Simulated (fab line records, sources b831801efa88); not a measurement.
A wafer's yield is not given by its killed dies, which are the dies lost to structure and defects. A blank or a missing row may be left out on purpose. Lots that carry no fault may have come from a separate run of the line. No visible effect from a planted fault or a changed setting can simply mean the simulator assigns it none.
A struck lot beside a sound one | flow sfq_line | 18 steps out of a route of 325
Sound: the wafers L701.1, L701.3, L701.5. Struck: wafer L696.3 (left out: L696.4, a lot-mate that was not struck); the cause follows at the end.
Each step with rows lists, per side, the tool, then ch with its chambers, then its first start. Under that, the readings that differ: sound wafers | struck wafers | difference of the means | sigmas: that difference in standard deviations of wafers without a fault.
alike: same words and numbers on both sides, and readings whose means sit less than 2 such deviations apart. not compared: any withheld reading, any reading some wafer has no value for, any bound like >300 that may hide the same value, and any number with overlapping values for which the record gives no deviation.
The two part at a step that has a row with sigmas, a row that says differs or no value, or rows on one side only. Numbers that don't overlap but have no deviation are shown without sigmas and don't part them. Lack of a reading on every wafer of one side parts them only where that side has two or more wafers.

SFQ_TRILAYER_A5B_DEP_PECVD_129: deposits SiO2 from SiH4/N2O, time 133.33 s, target thk 600 nm.
  sound on pecvd-01 ch 0,1,2, day 71 05:05; struck on pecvd-03 ch 2, day 64 16:05
  reading                | sound          | struck | difference | sigmas
  throttle_valve_pct (%) | 27.0 28.9 26.0 | 23.1   | -4.2       | -2
  alike: heater_power_outer_w, heater_power_w
then, 2 steps without rows for these wafers: SFQ_TRILAYER_A5B_CMP_CMP_130 (polishes, stops on Nb, target thk 340.7 nm); SFQ_TRILAYER_A5B_METRO_MEASURE_131.
SFQ_TRILAYER_R5_DEP_SPUTTER_132: material Ti, target thk 5 nm, time 5 s.
  sound on pvd_sputter-06, day 71 09:23; struck on pvd_sputter-05, day 65 00:38
  alike: throttle_valve_pct
SFQ_TRILAYER_R5_DEP_SPUTTER_133: material MoNx, target thk 40 nm, time 66.7 s.
  sound on pvd_sputter-06, day 71 09:24; struck on pvd_sputter-05, day 65 00:39
  alike: throttle_valve_pct
SFQ_TRILAYER_R5_DEP_SPUTTER_134: material Ti, target thk 5 nm, time 5 s.
  sound on pvd_sputter-06, day 71 09:27; struck on pvd_sputter-05, day 65 00:42
  alike: throttle_valve_pct
SFQ_R5_RS_MEAS_933: measurement is done with a four-point probe.
  sound on film_metro-03, day 71 09:28; struck on film_metro-02, day 65 00:46
  alike: R5_MONX_RS
SFQ_R5_THK_MEAS_934: measures by xrf.
  sound on film_metro-03, day 71 09:35; struck on film_metro-02, day 65 00:52
  alike: R5_MONX_THK
then, 4 steps without rows for these wafers: SFQ_TRILAYER_R5_LITHO_COAT_141 (resist thk 62 nm); SFQ_TRILAYER_R5_LITHO_COAT_136 (resist thk 600 nm); SFQ_TRILAYER_R5_LITHO_SOFTBAKE_140; SFQ_TRILAYER_R5_LITHO_EXPOSE_137 (exposes mask R5, target cd 500 nm).
SFQ_TRILAYER_R5_LITHO_PEB_139: peb time 60 s.
  sound on litho_track-01 ch 0, day 71 11:44; struck on litho_track-04 ch 0, day 65 08:47
  alike: plate_temp_C
then, 1 step without rows for these wafers: SFQ_TRILAYER_R5_LITHO_DEVELOP_138 (time 60 s).
SFQ_R5_OVL_MEAS_935:
  sound on overlay-01, day 71 12:02; struck on overlay-02, day 65 09:02
  alike: R5_OVL
SFQ_TRILAYER_R5_BARC_OPEN_METAL_ETCH_177: etches BARC in O2, target depth 125 nm, time 41.7 s.
  sound on rie_metal-04 ch 0, day 71 12:04; struck on rie_metal-01 ch 1, day 65 09:07
  reading             | sound             | struck | difference | sigmas
  model.R5.cd_nm (nm) | 500.9 501.7 502.7 | 442.4  | -59.4      |
  alike: chamber_pressure_mTorr, drypump_motor_current_A, he_backside_leak_sccm, oes_product_au
  not compared: rf_hours_counter_h
SFQ_TRILAYER_R5_ETCH_METAL_ETCH_139: etches the open film in Cl2, stops on SiO2, target depth 60 nm, time 40 s.
  sound on rie_metal-04 ch 0, day 71 12:07; struck on rie_metal-01 ch 1, day 65 09:13
  reading                     | sound             | struck | difference | sigmas
  drypump_motor_current_A (A) | 5.49 5.49 5.49    | 6.10   | +0.61      | +2
  model.R5.cd_nm (nm)         | 500.4 501.6 502.2 | 442.9  | -58.5      |
  alike: chamber_pressure_mTorr, he_backside_leak_sccm, oes_product_au
  not compared: rf_hours_counter_h
SFQ_TRILAYER_R5_STRIP_STRIP_140: strips in O2.
  sound on rie_metal-04 ch 0, day 71 12:11; struck on rie_metal-01 ch 1, day 65 09:42
  alike: chamber_pressure_mTorr, drypump_motor_current_A, he_backside_leak_sccm, oes_product_au
  not compared: rf_hours_counter_h

## WHERE THEY PART
First at SFQ_TRILAYER_A5B_DEP_PECVD_129; last, within this record, at SFQ_TRILAYER_R5_ETCH_METAL_ETCH_139. Later steps at which nothing parts them and some readings are alike: SFQ_TRILAYER_R5_STRIP_STRIP_140.

WHY: what the simulator had put in
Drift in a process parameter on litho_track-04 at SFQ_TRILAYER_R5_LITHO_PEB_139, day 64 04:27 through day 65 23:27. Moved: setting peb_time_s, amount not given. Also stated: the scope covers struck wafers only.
